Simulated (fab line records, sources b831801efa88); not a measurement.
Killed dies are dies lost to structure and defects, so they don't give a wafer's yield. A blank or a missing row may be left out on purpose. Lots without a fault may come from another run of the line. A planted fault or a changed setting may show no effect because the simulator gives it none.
Which tool did it? | flow gf180mcu | 13 lots, 39 wafers sampled, at 2 steps of a route of 602

WHAT THE GAUGES READ, wafer by wafer
GF_V1_BOW_MEAS_05.
lot  | measured     | on            | V1_BOW (um)
L308 | day 17 22:32 | film_metro-04 | 74 89 75
L309 | day 18 10:10 | film_metro-03 | 78 83 89
L310 | day 18 21:09 | film_metro-02 | 82 66 68
L312 | day 19 21:13 | film_metro-02 | 80 85 89
L313 | day 19 21:50 | film_metro-04 | 80 79 81
L314 | day 20 12:38 | film_metro-04 | 73 81 72
L315 | day 20 18:25 | film_metro-02 | 73 67 76
L317 | day 21 12:25 | film_metro-04 | 72 75 81
L319 | day 22 12:46 | film_metro-04 | 76 87 74
L324 | day 24 10:14 | film_metro-03 | 84 84 102
L325 | day 24 14:08 | film_metro-03 | 78 82 93
L326 | day 24 18:31 | film_metro-04 | 73 71 86
L328 | day 25 11:29 | film_metro-04 | 87 73 70

WHICH TOOL RAN EACH LOT (tool, then ch and the chambers of the sampled wafers, then the start)
lot  | GF_STI_WET_ETCH_17
L308 | wet_bench-01 ch 0, day 2 16:34
L309 | wet_bench-02 ch 3, day 3 01:41
L310 | wet_bench-01 ch 1, day 3 04:29
L312 | wet_bench-02 ch 3, day 3 13:34
L313 | wet_bench-01 ch 0, day 3 18:46
L314 | wet_bench-01 ch 1, day 3 23:34
L315 | wet_bench-04 ch 2, day 4 05:29
L317 | wet_bench-04 ch 0, day 4 15:53
L319 | wet_bench-04 ch 2, day 5 04:44
L324 | wet_bench-01 ch 3, day 6 02:31
L325 | wet_bench-02 ch 2, day 6 09:31
L326 | wet_bench-01 ch 1, day 6 15:20
L328 | wet_bench-01 ch 2, day 7 01:08
- GF_STI_WET_ETCH_17: etches Si3N4 in H3PO4, target depth 45 nm, time 514 s.

WHAT THE TOOLS THEMSELVES READ (means of the sampled wafers that have a number; where no wafer has one, the mark that the record gives instead)
GF_STI_WET_ETCH_17.
lot  | tool         | run_length_s (s)
L308 | wet_bench-01 | 538.2
L309 | wet_bench-02 | 539.3
L310 | wet_bench-01 | 538.9
L312 | wet_bench-02 | 538.8
L313 | wet_bench-01 | 539.1
L314 | wet_bench-01 | 538.3
L315 | wet_bench-04 | 546.3
L317 | wet_bench-04 | 547.7
L319 | wet_bench-04 | 985.7
L324 | wet_bench-01 | 541.4
L325 | wet_bench-02 | 541.7
L326 | wet_bench-01 | 547.4
L328 | wet_bench-01 | 538.6

THE ANSWER, worked out from the rows above alone
Rule: what is usual is taken from the lots themselves. Put in order of their means at a reading, lots are off if they are a third of the lots or fewer, leave a main group of 4 or more, and stand apart from it by a gap of 3 or more times the standard deviation of the main group's means; of several such gaps the widest counts. A main group whose means are all the same, to the digits that the tables above print for the reading, isn't used. A lot without any number at a reading at which 4 lots or more have one is off too. The other lots that the step has rows for count as sound. The gauges are gone through in route order, then the tools' own readings, and for those a lot's mean is taken as printed above. The first step at which some lot is off is used, and at that step the reading that is off furthest; a lot without a number counts as furthest.
Off: L319, at GF_STI_WET_ETCH_17 (run_length_s). The main group: mean 541.3 s, standard deviation 3.5.
A tool fits if, at that step or a process step before it, it ran every lot that is off, and no sound lot after the first of them. One fits: wet_bench-04 at GF_STI_WET_ETCH_17. Its last sound lot is L317 (day 4 15:53), its first lot that is off L319 (day 5 04:44): a fault that began between those two fits.
The tool's own readings at GF_STI_WET_ETCH_17 bear it out: on the lots that are off they differ by more than 5 times the standard deviation of the sound lots' means. run_length_s reads 985.7 s there against 541.3 s on the sound lots.

WHAT THE SIMULATOR HAD PUT IN
Process parameter drift: wet_bench-04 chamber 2, from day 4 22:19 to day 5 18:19, at GF_STI_WET_ETCH_17. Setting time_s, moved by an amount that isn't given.
Lots struck among those shown: L319. The rule above found the same.
